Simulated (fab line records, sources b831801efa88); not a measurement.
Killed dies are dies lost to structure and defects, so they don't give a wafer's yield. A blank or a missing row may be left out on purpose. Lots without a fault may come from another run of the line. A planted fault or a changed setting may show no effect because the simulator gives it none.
fab line records | flow sky130
record lots=11 wafers=33 last_day=50
route steps=708 shown METAL3@533 CAPM@538 PAD_OPEN@708
lots that met no fault: from a run of the same line without faults
start_h: hours from the record's first day to the start of the lot's first wafer shown | wait_h: hours since the lot's step before | " the same as in the row above | L1.1+2: a row that stands for several wafers | - no value, or no start given | * or withheld: withheld | < > ~ a bound
route shown NAME@n: a module of which the file shows steps, and the number in the route of the first | usual: mean/standard deviation of fault-free wafers | same: alike in all rows | chamber/n: place in a boat | sites: the reading at each site | _std_site: their standard deviation | _edge_site: outer sites' mean less inner sites' | radius_mm: how far each site lies from the wafer's centre | mask NAME#n: copy n | behind: the tool/chamber that last shaped the wafer | hold: why the lot was held/for how many hours/how that ended | device: the transistor (n, p or np) that didn't switch | end of line: the same wafers' tests at the end of the route | a step without rows: its recipe alone | killed: dies lost to structure and defects at the first sort, not the wafer's yield | map: a wafer's dies, x killed, . not, _ none there
set.NAME: the setting as run; set.NAME@STEP: as run at that earlier step | model.NAME: the simulator's own value behind a step, which no gauge read
steps of the route over a sample of lots; a table a step, a row a wafer
services: from which hour (start_h, from the record's first day; less than 0 if before it) a tool's chamber was out of use, for how many hours, and why
## steps
# step SKY_METAL3_SPUTTER_01
# recipe material=TiN target_thk_nm=20 power_w=6500 time_s=16.7 chamber_pressure_pa=0.4
# usual throttle_valve_pct=30.2/1.1
# columns lot.wafer tool chamber start_h wait_h throttle_valve_pct
L911.2 pvd_sputter-04 - 892.46 0.0 32.3
L911.3 " - " " 28.6
L911.4 " - " " 28.7
L910.1 pvd_sputter-02 - 893.18 0.0 29.1
L910.2 " - " " 30.1
L910.3 " - " " 31.5
L909.1 pvd_sputter-04 - 893.40 0.0 29.0
L909.3 " - " " 30.2
L909.5 " - " " 32.2
L913.2 pvd_sputter-03 - 893.77 0.0 29.2
L913.3 " - " " 28.5
L913.5 " - " " 29.2
L914.2 pvd_sputter-04 - 894.06 0.0 28.7
L914.3 " - " " 30.1
L914.5 " - " " 28.7
L919.1 pvd_sputter-04 - 944.78 0.0 30.3
L919.2 " - " " 32.2
L919.6 " - " " 30.4
L922.3 pvd_sputter-04 - 945.68 0.0 31.6
L922.4 " - " " 28.7
L922.6 " - " " 30.0
L926.2 pvd_sputter-02 - 971.54 0.0 29.5
L926.5 " - " " 31.7
L926.6 " - " " 30.0
L928.1 pvd_sputter-02 - 991.55 0.0 31.4
L928.3 " - " " 31.2
L928.6 " - " " 29.2
L930.3 pvd_sputter-02 - 1000.35 0.0 31.4
L930.5 " - " " 29.9
L930.6 " - " " 31.6
L929.2 pvd_sputter-03 - 1001.66 0.0 28.5
L929.4 " - " " 29.2
L929.5 " - " " 31.4
# step SKY_METAL3_SPUTTER_02
# recipe material=AlCu target_thk_nm=735 power_w=10600 time_s=39.1 chamber_pressure_pa=0.4
# usual throttle_valve_pct=30.2/1.1
# columns lot.wafer tool chamber start_h wait_h throttle_valve_pct
L911.2 pvd_sputter-04 - 892.49 0.0 31.9
L911.3 " - " " 28.8
L911.4 " - " " 28.8
L910.1 pvd_sputter-02 - 893.21 0.0 29.3
L910.2 " - " " 29.7
L910.3 " - " " 31.3
L909.1 pvd_sputter-04 - 893.42 0.0 28.8
L909.3 " - " " 30.3
L909.5 " - " " 32.2
L913.2 pvd_sputter-03 - 893.79 0.0 29.2
L913.3 " - " " 28.4
L913.5 " - " " 29.5
L914.2 pvd_sputter-04 - 894.09 0.0 28.6
L914.3 " - " " 30.2
L914.5 " - " " 28.7
L919.1 pvd_sputter-04 - 944.80 0.0 30.5
L919.2 " - " " 32.2
L919.6 " - " " 30.3
L922.3 pvd_sputter-04 - 945.70 0.0 32.0
L922.4 " - " " 28.7
L922.6 " - " " 30.4
L926.2 pvd_sputter-02 - 971.56 0.0 29.1
L926.5 " - " " 31.3
L926.6 " - " " 30.0
L928.1 pvd_sputter-02 - 991.57 0.0 31.4
L928.3 " - " " 31.2
L928.6 " - " " 29.3
L930.3 pvd_sputter-02 - 1000.37 0.0 31.2
L930.5 " - " " 29.8
L930.6 " - " " 31.3
L929.2 pvd_sputter-03 - 1001.68 0.0 28.4
L929.4 " - " " 29.5
L929.5 " - " " 31.2
# step SKY_CAPM_THK_MEAS_01
# recipe reads=SiO2_of_CAPM_CVD_00
# usual CAPM_CVD_00_THK=15.46/0.22
# columns lot.wafer tool chamber start_h wait_h CAPM_CVD_00_THK[nm]
L911.2 film_metro-01 - 892.63 - 15.33
L911.3 " - " " 15.32
L911.4 " - " " 15.41
L910.1 film_metro-01 - 893.34 - 15.18
L910.2 " - " " 15.37
L910.3 " - " " 15.04
L909.1 film_metro-01 - 893.55 - 15.29
L909.3 " - " " 15.30
L909.5 " - " " 15.57
L913.2 film_metro-04 - 893.93 - 15.44
L913.3 " - " " 15.36
L913.5 " - " " 15.78
L914.2 film_metro-04 - 894.22 - 15.22
L914.3 " - " " 15.26
L914.5 " - " " 15.55
L919.1 film_metro-04 - 944.93 - 15.57
L919.2 " - " " 15.28
L919.6 " - " " 15.80
L922.3 film_metro-01 - 945.85 - 15.41
L922.4 " - " " 15.55
L922.6 " - " " 15.72
L926.2 film_metro-04 - 971.71 - 14.94
L926.5 " - " " 15.17
L926.6 " - " " 15.33
L928.1 film_metro-02 - 991.70 - 15.09
L928.3 " - " " 15.15
L928.6 " - " " 15.45
L930.3 film_metro-04 - 1000.52 - 15.21
L930.5 " - " " 15.68
L930.6 " - " " 15.71
L929.2 film_metro-04 - 1001.82 - 15.57
L929.4 " - " " 15.97
L929.5 " - " " 15.87
# step SKY_METAL3_ETCH_16
# recipe chemistry=N2/H2 target=BARC ion_energy_ev=200 bias_w=100 pressure_mtorr=30 n2_flow_sccm=100 h2_flow_sccm=200 icp_w=500 stop_on=SiO2 time_s=88.2 target_depth_a=600
# usual drypump_motor_current_A=5.9/0.32 oes_product_au=0.626/0.0047 throttle_valve_pct=13.205/0.009
# columns lot.wafer tool chamber start_h wait_h drypump_motor_current_A oes_product_au rf_hours_counter_h throttle_valve_pct
L911.2 rie_metal-03 0 942.61 0.0 5.5 0.627 17 13.194
L911.3 " 1 " " 6.0 0.625 - 13.216
L911.4 " 0 " " 5.5 0.625 - 13.217
L910.1 rie_metal-02 0 944.25 0.0 5.9 0.627 8 13.203
L910.2 " 1 " " 6.1 0.625 13 13.208
L910.3 " 0 " " 5.8 0.620 - 13.200
L909.1 rie_metal-03 1 944.46 0.0 6.0 0.621 16 13.191
L909.3 " 0 " " 5.5 0.624 - 13.214
L909.5 " 1 " " 6.0 0.632 - 13.207
L913.2 rie_metal-04 1 945.16 0.0 6.4 0.624 9 13.193
L913.3 " 0 " " 5.4 0.625 - 13.213
L913.5 " 1 " " 6.4 0.626 - 13.209
L914.2 rie_metal-03 1 945.20 0.0 6.0 0.628 17 13.197
L914.3 " 0 " " 5.5 0.636 - 13.208
L914.5 " 0 " " 5.5 0.616 - 13.204
L919.1 rie_metal-02 1 993.66 0.0 6.1 0.622 15 13.195
L919.2 " 0 " " 5.9 0.626 10 13.211
L919.6 " 1 " " 6.0 0.621 - 13.198
L922.3 rie_metal-04 1 993.95 0.1 6.4 0.618 - 13.193
L922.4 " 1 " " 6.4 0.626 - 13.189
L922.6 " 1 " " 6.4 0.629 - 13.192
L926.2 rie_metal-03 0 1019.96 0.0 5.5 0.621 21 13.204
L926.5 " 0 " " 5.5 0.625 - 13.218
L926.6 " 1 " " 6.0 0.627 - 13.216
L928.1 rie_metal-02 1 1038.86 0.0 6.0 0.616 18 13.217
L928.3 " 0 " " 5.9 0.630 - 13.204
L928.6 " 1 " " 6.1 0.621 - 13.208
L930.3 rie_metal-02 0 1046.79 0.0 5.9 0.632 - 13.205
L930.5 " 0 " " 5.9 0.625 - 13.208
L930.6 " 1 " " 6.1 0.629 - 13.196
L929.2 rie_metal-04 0 1048.96 0.0 5.3 0.626 17 13.216
L929.4 " 1 " " 6.4 0.615 - 13.210
L929.5 " 1 " " 6.4 0.621 - 13.213
# step SKY_METAL3_METAL_ETCH_18
# recipe target_depth_a=8450 stop_on=SiO2 over_etch_frac=0.3 time_s=183.1 chemistry=Cl2/BCl3 resist_sidewall_deg=88 pressure_mtorr=10 icp_w=900 bias_w=48.5 Cl2_flow_sccm=60 bcl3_flow_sccm=30
# usual bcl3_flow_sccm=30.00/0.086 drypump_motor_current_A=5.9/0.35 oes_product_au=0.866/0.0064 throttle_valve_pct=22.264/0.0089
# columns lot.wafer tool chamber start_h wait_h bcl3_flow_sccm drypump_motor_current_A oes_product_au rf_hours_counter_h throttle_valve_pct
L911.2 rie_metal-02 1 942.72 0.0 29.95 6.1 0.862 13 22.276
L911.3 " 0 " " 29.82 5.8 0.866 - 22.246
L911.4 " 1 " " 30.10 6.0 0.856 - 22.283
L910.1 rie_metal-04 0 944.37 0.0 30.04 5.3 0.867 11 22.271
L910.2 " 1 " " 30.06 6.3 0.860 9 22.271
L910.3 " 1 " " 30.08 6.4 0.870 - 22.263
L909.1 rie_metal-02 0 944.58 0.0 29.93 5.8 0.862 8 22.240
L909.3 " 0 " " 29.97 5.8 0.869 - 22.255
L909.5 " 1 " " 29.90 6.0 0.856 - 22.276
L913.2 rie_metal-02 1 945.28 0.0 30.01 6.1 0.872 13 22.260
L913.3 " 1 " " 29.97 6.0 0.863 - 22.286
L913.5 " 0 " " 29.96 5.8 0.871 - 22.274
L914.2 rie_metal-04 1 945.32 0.0 29.95 6.4 0.861 9 22.272
L914.3 " 1 " " 30.07 6.4 0.879 - 22.264
L914.5 " 0 " " 30.03 5.3 0.866 - 22.260
L919.1 rie_metal-03 1 993.77 0.0 30.04 6.0 0.665 19 22.267
L919.2 " 0 " " 30.07 5.5 0.665 19 22.257
L919.6 " 0 " " 30.09 5.5 0.675 - 22.257
L922.3 rie_metal-02 0 994.16 0.1 30.05 5.9 0.658 - 22.250
L922.4 " 1 " " 30.11 6.1 0.663 - 22.254
L922.6 " 1 " " 29.93 6.1 0.669 - 22.264
L926.2 rie_metal-02 0 1020.08 0.0 30.09 5.9 0.872 12 22.276
L926.5 " 1 " " 30.10 6.1 0.869 - 22.262
L926.6 " 0 " " 30.01 5.9 0.867 - 22.277
L928.1 rie_metal-03 0 1038.97 0.0 29.98 5.5 0.861 22 22.276
L928.3 " 1 " " 29.92 6.0 0.860 - 22.247
L928.6 " 1 " " 29.92 6.0 0.861 - 22.266
L930.3 rie_metal-04 1 1046.93 0.1 30.03 6.3 0.852 - 22.266
L930.5 " 0 " " 30.12 5.3 0.855 - 22.266
L930.6 " 1 " " 29.98 6.4 0.852 - 22.261
L929.2 rie_metal-03 1 1049.14 0.1 29.92 6.0 0.873 - 22.272
L929.4 " 1 " " 30.06 6.0 0.870 - 22.256
L929.5 " 1 " " 29.90 6.0 0.868 - 22.270
# step SKY_PAD_OPEN_PROBE_99
# usual defect_limited_yield=83.0/1.8 killed_at_M0_to_M3=42/6.6 killed_at_M4_up=3.0/1.7 killed_at_contacts=24/5.3 killed_at_front_end=15/4.5 killed_at_other=0.2/0.49 killed_dies=83/9 killed_open=45/6.9 killed_short=38/5.8 sort_bin_3_pad_short=0.8/0.4 sort_bin_5_function=10.0/1.5 sort_bin_6_memory=6.1/1.1 sort_n_pass=409/9 sort_yield_pct=83.0/1.8
# same gross_dies=492 killed_at_back_side=0 sort_bin_4_leakage[%]=0 sort_bin_8_speed[%]=0
# columns lot.wafer tool chamber start_h wait_h defect_limited_yield[%] killed_at_M0_to_M3 killed_at_M4_up killed_at_contacts killed_at_front_end killed_at_other killed_dies killed_open killed_short sort_bin_3_pad_short[%] sort_bin_5_function[%] sort_bin_6_memory[%] sort_n_pass sort_yield_pct[%]
L910.1 prober-01 - 1113.26 0.1 84.8 36 7 21 11 0 75 28 47 0.8 8.7 5.7 417 84.8
L910.2 prober-01 - 1113.31 0.1 80.5 47 3 25 21 0 96 47 49 1.6 12.2 5.7 396 80.5
L910.3 prober-01 - 1113.36 0.2 82.9 42 6 23 13 0 84 39 45 0.4 9.8 6.9 408 82.9
L922.3 prober-02 - 1156.60 0.2 82.1 49 5 17 16 1 88 40 48 1.0 10.8 6.1 404 82.1
L922.4 prober-02 - 1156.65 0.2 83.1 44 2 19 16 2 83 49 33 0.6 11.2 5.1 409 83.1
L922.6 prober-02 - 1156.75 0.2 82.5 48 2 20 16 0 86 44 42 0.6 11.0 5.9 406 82.5
# killed by level:class
L910.1 VIA1:geometric_particle:short=9 METAL4:geometric_particle:short=7 LOCAL_INTERCONNECT:geometric_particle:short=6 VIA2:geometric_particle:open=6 POLY_GATE:geometric_particle:short=5 CONTACT:geometric_particle:open=5 LI_CONTACT:geometric_particle:open=4 METAL1:geometric_particle:short=4
L910.2 CONTACT:geometric_particle:open=10 VIA1:geometric_particle:open=10 FIELD_ISO:geometric_particle:short=8 CONTACT:geometric_particle:short=8 METAL1:geometric_particle:short=8 FIELD_ISO:geometric_particle:open=6 METAL2:geometric_particle:short=6 LOCAL_INTERCONNECT:geometric_particle:short=5
L910.3 VIA1:geometric_particle:open=10 CONTACT:geometric_particle:open=9 METAL1:geometric_particle:short=7 LOCAL_INTERCONNECT:geometric_particle:short=7 VIA2:geometric_particle:open=6 VIA2:geometric_particle:short=5 METAL4:geometric_particle:short=5 LI_CONTACT:geometric_particle:open=4
L922.3 VIA1:geometric_particle:open=13 CONTACT:geometric_particle:open=7 VIA2:geometric_particle:short=6 FIELD_ISO:geometric_particle:short=5 VIA1:geometric_particle:short=5 METAL2:geometric_particle:short=5 VIA2:geometric_particle:open=5 POLY_GATE:geometric_particle:short=4
L922.4 VIA1:geometric_particle:open=15 VIA2:geometric_particle:open=9 CONTACT:geometric_particle:open=8 VIA1:geometric_particle:short=6 METAL2:geometric_particle:short=5 FIELD_ISO:geometric_particle:short=4 LOCAL_INTERCONNECT:geometric_particle:short=4 FIELD_ISO:geometric_particle:open=3
L922.6 VIA3:geometric_particle:open=8 VIA1:geometric_particle:open=7 CONTACT:geometric_particle:short=6 POLY_GATE:geometric_particle:open=6 METAL1:geometric_particle:short=6 LI_CONTACT:geometric_particle:open=5 CONTACT:geometric_particle:open=5 VIA1:geometric_particle:short=5
## services
# columns tool chamber start_h hours kind
pvd_sputter-02 - 908.35 4.1 repair
pvd_sputter-02 0 939.23 - consumable_replace:kit
pvd_sputter-02 0 939.23 18.0 scheduled_down
pvd_sputter-02 0 939.23 18.0 vent_cycle
pvd_sputter-03 0 951.10 - consumable_replace:kit
pvd_sputter-03 0 951.10 18.0 scheduled_down
pvd_sputter-03 0 951.10 18.0 vent_cycle
pvd_sputter-03 - 962.79 1.5 repair
pvd_sputter-03 - 968.51 6.8 repair
rie_metal-04 0 983.52 15.0 repair
pvd_sputter-04 - 1004.57 4.8 repair
pvd_sputter-04 0 1025.99 - consumable_replace:kit
pvd_sputter-04 0 1025.99 18.0 scheduled_down
pvd_sputter-04 0 1025.99 18.0 vent_cycle
rie_metal-04 1 1036.91 4.8 repair
pvd_sputter-02 3 1047.52 - consumable_replace:kit
pvd_sputter-02 3 1047.52 18.0 scheduled_down
pvd_sputter-02 3 1047.52 18.0 vent_cycle
rie_metal-03 0 1047.84 - clean
rie_metal-03 0 1047.84 16.4 scheduled_down
rie_metal-03 0 1047.84 16.4 vent_cycle
## key
first_sign step=SKY_METAL3_METAL_ETCH_18 reading=oes_product_au direction=down sigmas=31 usual=0.866 struck=0.666
effect none on later readings
met_at SKY_METAL3_SPUTTER_02
struck_lots L919,L922
not_acting_at SKY_METAL3_SPUTTER_01,SKY_CAPM_THK_MEAS_01,SKY_METAL3_ETCH_16
onset_between 894.09 944.80
fault kind=process_parameter_drift tool=pvd_sputter-04 chamber=- onset_h=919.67 steps=SKY_METAL3_SPUTTER_02 channel=target_thk_nm offset=-351.12 shape=step end_h=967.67 acts_in=these_recipes_only stated=735
